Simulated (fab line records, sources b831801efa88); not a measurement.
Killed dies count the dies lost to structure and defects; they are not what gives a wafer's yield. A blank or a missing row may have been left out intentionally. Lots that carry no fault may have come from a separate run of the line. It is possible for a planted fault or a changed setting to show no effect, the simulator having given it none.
A lot that was struck, set against a sound lot ; flow sky130 ; 14 out of 708 route steps
Sound: these wafers, L430.1, L430.4, L430.5. Wafers L441.1, L441.2, L441.4 were the ones struck. Last of all comes the cause.
Per side, at each step with rows, come the tool, then ch with its chambers, and then its first start. Under that, the readings that differ: sound wafers ; struck wafers ; difference of the means ; sigmas: that difference in standard deviations of wafers without a fault.
alike: readings whose means differ by less than 2 such deviations, and words and numbers that are the same on both sides. not compared: withheld readings, readings that some wafer has no value for, bounds like >300 that may hide the same value, and numbers for which the record gives no deviation and whose values overlap.
Wherever a step has rows on one side only, a row that says differs or no value, or a row with sigmas, the two part there. When numbers do not overlap yet have no deviation, they are printed without sigmas and do not part them. Lack of a reading on every wafer of one side parts them only where that side has two or more wafers.

first, 8 steps without rows for these wafers: SKY_VIA2_DEHYDRATE_04 (time 60 s); SKY_VIA2_HMDS_05 (prime time 60 s); SKY_VIA2_COAT_06 (resist thk 60 nm); SKY_VIA2_COAT_07 (resist thk 450 nm); SKY_VIA2_SOFTBAKE_08 (time 90 s); SKY_VIA2_EXPOSE_09 (exposes mask VIM2, target cd 200 nm); SKY_VIA2_PEB_10; SKY_VIA2_DEVELOP_11 (develop time 60 s).
SKY_VIA2_CD_MEAS_12: the cd target is 200 nm.
  struck on cd_sem-01, day 41 13:11; sound on cd_sem-02, day 37 21:02
  alike: cd_nm
SKY_VIA2_OVL_MEAS_13:
  struck on overlay-01, day 41 13:18; sound on overlay-02, day 37 21:10
  alike: VIA2_OVL
SKY_VIA2_ETCH_14: etches BARC in N2/H2, stops on SiO2, time 45.9 s, target depth 60 nm.
  sound on rie_diel-02 ch 0,1,2, day 37 21:12; struck on rie_diel-02 ch 0,2,3, day 41 13:20
  alike: drypump_motor_current_A, oes_product_au, throttle_valve_pct
  not compared: rf_hours_counter_h
SKY_VIA2_ETCH_15: etches SiO2 in C4F8/O2/Ar, stops on TiN, target depth 546 nm, time 84 s.
  sound on rie_diel-02 ch 0,1,2, day 37 21:14; struck on rie_diel-02 ch 0,2,3, day 41 13:22
reading;sound;struck;difference;sigmas
oes_product_au (a.u.);0.956 0.944 0.936;0.935 0.937 0.928;-0.012;-2
  not compared: rf_hours_counter_h
SKY_VIA2_STRIP_16: strips in O2/N2.
  sound on plasma_asher-02 ch 0,1, day 37 21:18; struck on plasma_asher-02 ch 0,1, day 41 13:26
  no value came back on the struck wafers for any of 5 readings (chamber_pressure_mTorr (mTorr), drypump_motor_current_A (A) and others); on the sound wafers chamber_pressure_mTorr (mTorr) reads 1499.5 1502.3 1497.5
reading;sound;struck;difference;sigmas
model.KrF-thick_of_VIA2_COAT_07.thk_nm (nm);0 0 0;287.3 281.3 285.5;+284.7;
  not compared: rf_hours_counter_h
then, 1 step without rows for these wafers: SKY_VIA2_STRIP_17 (strips in post etch residue remover, time 1200 s).

== WHERE THEY PART ==
At SKY_VIA2_ETCH_15 first; at SKY_VIA2_STRIP_16 last (within this record only).

WHY: whatever the simulator had introduced
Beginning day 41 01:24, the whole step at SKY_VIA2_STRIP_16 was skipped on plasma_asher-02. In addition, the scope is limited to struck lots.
